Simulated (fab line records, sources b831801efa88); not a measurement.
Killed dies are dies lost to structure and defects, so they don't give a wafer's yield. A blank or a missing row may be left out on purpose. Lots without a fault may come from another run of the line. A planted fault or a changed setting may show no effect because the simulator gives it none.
A struck lot beside a sound one | flow sky130 | 17 steps out of a route of 708
Sound: wafers L125.3, L125.4, L125.6. Struck: wafers L130.2, L130.3, L130.5. The cause comes at the end.
At each step with rows: each side's tool, then ch and its chambers, then its first start. Under that, the readings that differ: sound wafers | struck wafers | difference of the means | sigmas: that difference in standard deviations of wafers without a fault.
alike: readings whose means differ by less than 2 such deviations, and words and numbers that are the same on both sides. not compared: withheld readings, readings that some wafer has no value for, bounds like >300 that may hide the same value, and numbers for which the record gives no deviation and whose values overlap.
The two part at a step that has a row with sigmas, a row that says differs or no value, or rows on one side only. Numbers that don't overlap but have no deviation are shown without sigmas and don't part them. A reading that every wafer of one side lacks parts them only if that side has two wafers or more.

SKY_METAL5_SPUTTER_01: material TiN, target thk 20 nm, time 16.7 s.
  sound on pvd_sputter-03, day 44 21:30; struck on pvd_sputter-03, day 46 12:01
  alike: throttle_valve_pct
SKY_METAL5_SPUTTER_02: material AlCu, target thk 1150 nm, time 61.2 s.
  sound on pvd_sputter-03, day 44 21:31; struck on pvd_sputter-03, day 46 12:02
  alike: throttle_valve_pct
SKY_METAL5_SPUTTER_03: material Ti, target thk 5 nm, time 3.3 s.
  sound on pvd_sputter-03, day 44 21:34; struck on pvd_sputter-03, day 46 12:05
  alike: throttle_valve_pct
SKY_METAL5_SPUTTER_04: material TiN, target thk 70 nm, time 58.3 s.
  sound on pvd_sputter-03, day 44 21:35; struck on pvd_sputter-03, day 46 12:07
  alike: throttle_valve_pct
SKY_METAL5_RS_MEAS_05: measures by four-point-probe.
  sound on film_metro-04, day 44 21:41; struck on film_metro-01, day 46 12:11
  alike: METAL5_ALCU_RS
SKY_METAL5_THK_MEAS_06: measures by xrf.
  sound on film_metro-04, day 44 21:47; struck on film_metro-01, day 46 12:17
  reading              | sound          | struck         | difference | sigmas
  METAL5_ALCU_THK (nm) | 1184 1189 1196 | 1137 1140 1142 | -50        | -3
then, 6 steps without rows for these wafers: SKY_METAL5_DEHYDRATE_07 (time 60 s); SKY_METAL5_HMDS_08 (prime time 60 s); SKY_METAL5_COAT_09 (resist thk 1800 nm); SKY_METAL5_SOFTBAKE_10 (time 60 s); SKY_METAL5_EXPOSE_11 (exposes mask MM5, target cd 1600 nm); SKY_METAL5_PEB_12.
SKY_METAL5_DEVELOP_13: develop time 60 s.
  sound on litho_track-04 ch 0, day 45 20:04; struck on litho_track-04 ch 0, day 47 06:50
SKY_METAL5_DESCUM_14: chemistry O2, time 11 s.
  sound on rie_metal-03 ch 0, day 45 20:11; struck on rie_metal-04 ch 0,1, day 47 06:58
  reading                 | sound          | struck         | difference | sigmas
  model.METAL5.cd_nm (nm) | 1600 1600 1600 | 1614 1612 1612 | +13        |
  alike: drypump_motor_current_A, he_backside_leak_sccm, oes_product_au
  not compared: rf_hours_counter_h
SKY_METAL5_METAL_ETCH_15: etches the open film in Cl2/BCl3, stops on SiO2, target depth 1260 nm, time 252 s.
  sound on rie_metal-03 ch 0, day 45 20:23; struck on rie_metal-04 ch 0,1, day 47 07:00
  reading                 | sound          | struck         | difference | sigmas
  model.METAL5.cd_nm (nm) | 1603 1599 1605 | 1622 1614 1611 | +13        |
  alike: drypump_motor_current_A, he_backside_leak_sccm, oes_product_au, throttle_valve_pct
  not compared: rf_hours_counter_h
SKY_METAL5_STRIP_16: strips in O2/N2.
  sound on plasma_asher-02 ch 0,1, day 45 20:44; struck on plasma_asher-03 ch 0,1, day 47 07:14
  alike: drypump_motor_current_A, o2_flow_sccm, oes_product_au, strip_time_to_endpoint_s
  not compared: rf_hours_counter_h
SKY_PAD_OPEN_PROBE_99:
  sound on prober-02, day 47 17:10; struck on prober-01, day 49 00:19
  reading                        | sound          | struck         | difference | sigmas
  model.etest.met5.width_nm (nm) | 1599 1600 1606 | 1619 1613 1612 | +13        |
  alike: defect_limited_yield, killed_at_M0_to_M3, killed_at_M4_up, killed_at_contacts, killed_at_front_end, killed_at_other, killed_dies, killed_open, killed_short, sort_bin_3_pad_short, sort_bin_5_function, sort_bin_6_memory, sort_n_pass, sort_yield_pct

WHERE THEY PART
Only at SKY_METAL5_THK_MEAS_06, within this record. Later steps at which nothing parts them and some readings are alike: SKY_METAL5_DESCUM_14, SKY_METAL5_METAL_ETCH_15, SKY_METAL5_STRIP_16, SKY_PAD_OPEN_PROBE_99.

WHY: what the simulator had put in
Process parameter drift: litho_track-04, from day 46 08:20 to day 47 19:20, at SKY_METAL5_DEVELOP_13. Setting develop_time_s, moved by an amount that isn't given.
